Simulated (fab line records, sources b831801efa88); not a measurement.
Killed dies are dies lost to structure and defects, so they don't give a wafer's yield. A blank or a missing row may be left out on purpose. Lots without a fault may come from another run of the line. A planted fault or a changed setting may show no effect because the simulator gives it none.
fab line records | flow sky130
record lots=14 wafers=40 last_day=50
route steps=708 shown VT_ADJUST_HVTR@138 SONOS_TUNNEL@160 SONOS_ONO@173
lots that met no fault: from a run of the same line without faults
start_h: hours from the record's first day to the start of the lot's first wafer shown | wait_h: hours since the lot's step before | " the same as in the row above | L1.1+2: a row that stands for several wafers | - no value, or no start given | * or withheld: withheld | < > ~ a bound
route shown NAME@n: a module of which the file shows steps, and the number in the route of the first | usual: mean/standard deviation of fault-free wafers | same: alike in all rows | chamber/n: place in a boat | sites: the reading at each site | _std_site: their standard deviation | _edge_site: outer sites' mean less inner sites' | radius_mm: how far each site lies from the wafer's centre | mask NAME#n: copy n | behind: the tool/chamber that last shaped the wafer | hold: why the lot was held/for how many hours/how that ended | device: the transistor (n, p or np) that didn't switch | end of line: the same wafers' tests at the end of the route | a step without rows: its recipe alone | killed: dies lost to structure and defects at the first sort, not the wafer's yield | map: a wafer's dies, x killed, . not, _ none there
set.NAME: the setting as run; set.NAME@STEP: as run at that earlier step | model.NAME: the simulator's own value behind a step, which no gauge read
steps of the route over a sample of lots; a table a step, a row a wafer
## steps
# step SKY_VT_ADJUST_HVTR_CD_MEAS_07
# recipe target_cd_nm=380
# usual cd_nm=379.3/1.9
# columns lot.wafer tool chamber start_h wait_h cd_nm
L382.1 cd_sem-01 - 202.32 0.1 380.3
L382.4 " - " " 381.0
L382.6 " - " " 381.0
L383.3 cd_sem-02 - 210.41 0.1 381.0
L383.5 " - " " 380.8
L383.6 " - " " 381.5
L385.1 cd_sem-02 - 225.31 0.1 379.7
L385.4 " - " " 379.1
L385.5 " - " " 378.3
L386.1 cd_sem-02 - 233.11 0.1 376.2
L386.2 " - " " 376.7
L386.6 " - " " 375.9
L387.1 cd_sem-02 - 239.31 0.1 378.7
L387.3 " - " " 379.0
L387.4 " - " " 377.1
L388.5 cd_sem-02 - 245.59 0.1 379.1
L388.6 " - " " 382.1
L389.3 cd_sem-02 - 254.01 0.1 377.8
L389.5 " - " " 376.3
L397.2 cd_sem-01 - 312.03 0.1 383.0
L397.4 " - " " 382.3
L397.5 " - " " 379.8
L398.4 cd_sem-01 - 319.83 0.1 378.5
L398.5 " - " " 383.9
L398.6 " - " " 378.5
L399.4 cd_sem-01 - 328.23 0.1 378.4
L399.5 " - " " 375.7
L399.6 " - " " 378.6
L400.1 cd_sem-02 - 336.47 0.1 375.7
L400.5 " - " " 377.6
L400.6 " - " " 377.8
L401.1 cd_sem-02 - 340.41 0.1 378.9
L401.5 " - " " 379.3
L401.6 " - " " 381.0
L404.3 cd_sem-01 - 364.11 0.1 381.7
L404.4 " - " " 375.6
L404.5 " - " " 379.7
L405.2 cd_sem-01 - 372.73 0.1 378.8
L405.3 " - " " 379.8
L405.6 " - " " 379.4
# step SKY_VT_ADJUST_HVTR_OVL_MEAS_08
# usual VT_ADJUST_HVTR_OVL=-0.7/1.2
# columns lot.wafer tool chamber start_h wait_h VT_ADJUST_HVTR_OVL[nm]
L382.1 overlay-02 - 202.44 0.1 -3.0
L382.4 " - " " -2.0
L382.6 " - " " -2.7
L383.3 overlay-02 - 210.50 0.1 0.0
L383.5 " - " " -0.5
L383.6 " - " " -0.5
L385.1 overlay-02 - 225.43 0.1 1.7
L385.4 " - " " -3.1
L385.5 " - " " 0.7
L386.1 overlay-02 - 233.23 0.1 -1.5
L386.2 " - " " -1.8
L386.6 " - " " -1.4
L387.1 overlay-01 - 239.43 0.1 -0.5
L387.3 " - " " 0.1
L387.4 " - " " -0.8
L388.5 overlay-02 - 245.66 0.0 0.4
L388.6 " - " " -0.4
L389.3 overlay-01 - 254.10 0.1 -2.0
L389.5 " - " " -1.4
L397.2 overlay-02 - 312.14 0.1 0.7
L397.4 " - " " 0.4
L397.5 " - " " -0.6
L398.4 overlay-02 - 319.91 0.1 -0.4
L398.5 " - " " 0.3
L398.6 " - " " -0.3
L399.4 overlay-01 - 328.31 0.1 -2.8
L399.5 " - " " -0.5
L399.6 " - " " -0.4
L400.1 overlay-02 - 336.59 0.1 -0.4
L400.5 " - " " -0.2
L400.6 " - " " -0.6
L401.1 overlay-01 - 340.53 0.1 -1.0
L401.5 " - " " -0.1
L401.6 " - " " -2.1
L404.3 overlay-02 - 364.21 0.1 0.9
L404.4 " - " " 0.5
L404.5 " - " " 1.4
L405.2 overlay-02 - 372.84 0.1 0.5
L405.3 " - " " -0.8
L405.6 " - " " -2.0
# step SKY_SONOS_TUNNEL_DEVELOP_06
# recipe resist=NOVOLAK developer=TMAH develop_time_s=60 dev_temp_c=23
# columns lot.wafer tool chamber start_h wait_h
L382.1+4+6 litho_track-03 0 246.01 0.1
L383.3+5+6 litho_track-02 0 255.24 0.1
L385.1+4+5 litho_track-04 0 270.92 0.1
L386.1+2+6 litho_track-04 0 280.12 0.1
L387.1+3+4 litho_track-03 0 287.81 0.1
L388.5+6 litho_track-04 0 295.02 0.1
L389.3+5 litho_track-04 0 302.87 0.1
L397.2+4+5 litho_track-02 0 365.71 0.1
L398.4+5+6 litho_track-02 0 373.81 0.1
L399.4+5+6 litho_track-02 0 383.71 0.1
L400.1+5+6 litho_track-03 0 392.31 0.1
L401.1+5+6 litho_track-02 0 396.78 0.1
L404.3+4+5 litho_track-04 0 422.47 0.1
L405.2+3+6 litho_track-03 0 432.19 0.1
# step SKY_SONOS_TUNNEL_CD_MEAS_07
# recipe target_cd_nm=410
# usual cd_nm=410.4/2.8
# columns lot.wafer tool chamber start_h wait_h cd_nm
L382.1 cd_sem-02 - 246.16 0.1 411.9
L382.4 " - " " 412.2
L382.6 " - " " 410.6
L383.3 cd_sem-02 - 255.38 0.1 413.5
L383.5 " - " " 413.0
L383.6 " - " " 411.7
L385.1 cd_sem-01 - 271.07 0.1 410.4
L385.4 " - " " 407.9
L385.5 " - " " 408.5
L386.1 cd_sem-02 - 280.27 0.1 410.9
L386.2 " - " " 411.3
L386.6 " - " " 414.0
L387.1 cd_sem-02 - 287.96 0.1 407.5
L387.3 " - " " 409.8
L387.4 " - " " 409.7
L388.5 cd_sem-01 - 295.15 0.1 388.0
L388.6 " - " " 410.1
L389.3 cd_sem-01 - 303.01 0.1 414.0
L389.5 " - " " 392.3
L397.2 cd_sem-02 - 365.85 0.1 407.1
L397.4 " - " " 408.0
L397.5 " - " " 408.9
L398.4 cd_sem-02 - 373.94 0.1 411.5
L398.5 " - " " 412.9
L398.6 " - " " 414.5
L399.4 cd_sem-01 - 383.84 0.1 412.7
L399.5 " - " " 414.5
L399.6 " - " " 416.4
L400.1 cd_sem-02 - 392.46 0.1 410.7
L400.5 " - " " 413.0
L400.6 " - " " 411.7
L401.1 cd_sem-02 - 396.93 0.1 413.2
L401.5 " - " " 409.6
L401.6 " - " " 410.9
L404.3 cd_sem-02 - 422.61 0.1 407.6
L404.4 " - " " 407.9
L404.5 " - " " 407.8
L405.2 cd_sem-01 - 432.33 0.1 409.0
L405.3 " - " " 409.3
L405.6 " - " " 411.0
# step SKY_SONOS_ONO_THK_MEAS_05
# recipe reads=SiO2_of_SONOS_ONO_CVD_04
# usual SONOS_ONO_CVD_04_THK=5.73/0.12
# columns lot.wafer tool chamber start_h wait_h SONOS_ONO_CVD_04_THK[nm]
L382.1 film_metro-04 - 253.36 0.0 5.58
L382.4 " - " " 5.56
L382.6 " - " " 5.60
L383.3 film_metro-04 - 262.14 0.0 5.78
L383.5 " - " " 5.72
L383.6 " - " " 5.61
L385.1 film_metro-01 - 276.00 0.0 5.82
L385.4 " - " " 5.83
L385.5 " - " " 5.81
L386.1 film_metro-02 - 286.83 0.0 5.68
L386.2 " - " " 5.65
L386.6 " - " " 5.77
L387.1 film_metro-02 - 294.61 0.0 5.70
L387.3 " - " " 5.64
L387.4 " - " " 5.60
L388.5 film_metro-01 - 300.88 0.0 5.65
L388.6 " - " " 5.67
L389.3 film_metro-02 - 307.41 0.0 5.74
L389.5 " - " " 5.90
L397.2 film_metro-04 - 373.84 0.0 5.68
L397.4 " - " " 5.58
L397.5 " - " " 5.59
L398.4 film_metro-01 - 378.73 0.0 5.58
L398.5 " - " " 5.70
L398.6 " - " " 5.55
L399.4 film_metro-01 - 391.21 0.0 5.65
L399.5 " - " " 5.78
L399.6 " - " " 5.73
L400.1 film_metro-02 - 400.15 0.0 5.79
L400.5 " - " " 5.70
L400.6 " - " " 5.79
L401.1 film_metro-04 - 404.33 0.0 5.85
L401.5 " - " " 5.62
L401.6 " - " " 5.75
L404.3 film_metro-01 - 428.09 0.0 5.85
L404.4 " - " " 5.85
L404.5 " - " " 5.91
L405.2 film_metro-02 - 438.15 0.0 5.85
L405.3 " - " " 5.78
L405.6 " - " " 5.78
## key
first_sign step=SKY_SONOS_TUNNEL_CD_MEAS_07 reading=cd_nm direction=down sigmas=7.4 usual=410.4 struck=390.1
effect none on later readings
met_at SKY_SONOS_TUNNEL_DEVELOP_06
struck_lots L388,L389
struck_wafers L388.5,L389.5
tester_left_out L388,L389
not_acting_at SKY_VT_ADJUST_HVTR_CD_MEAS_07,SKY_VT_ADJUST_HVTR_OVL_MEAS_08,SKY_SONOS_ONO_THK_MEAS_05
onset_between 280.12 295.02
fault kind=process_parameter_drift tool=litho_track-04 chamber=- onset_h=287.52 steps=SKY_SONOS_TUNNEL_DEVELOP_06 channel=develop_time_s offset=* shape=step end_h=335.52 scope=struck_wafers_only acts_in=* stated=*
# tester_left_out: of these lots the tester's yield and bins aren't shown, on N5 and GAA mostly nor the transistor test; their killed dies are dies lost to structure and defects alone, not to doping, threshold or leakage, so they don't give the yield
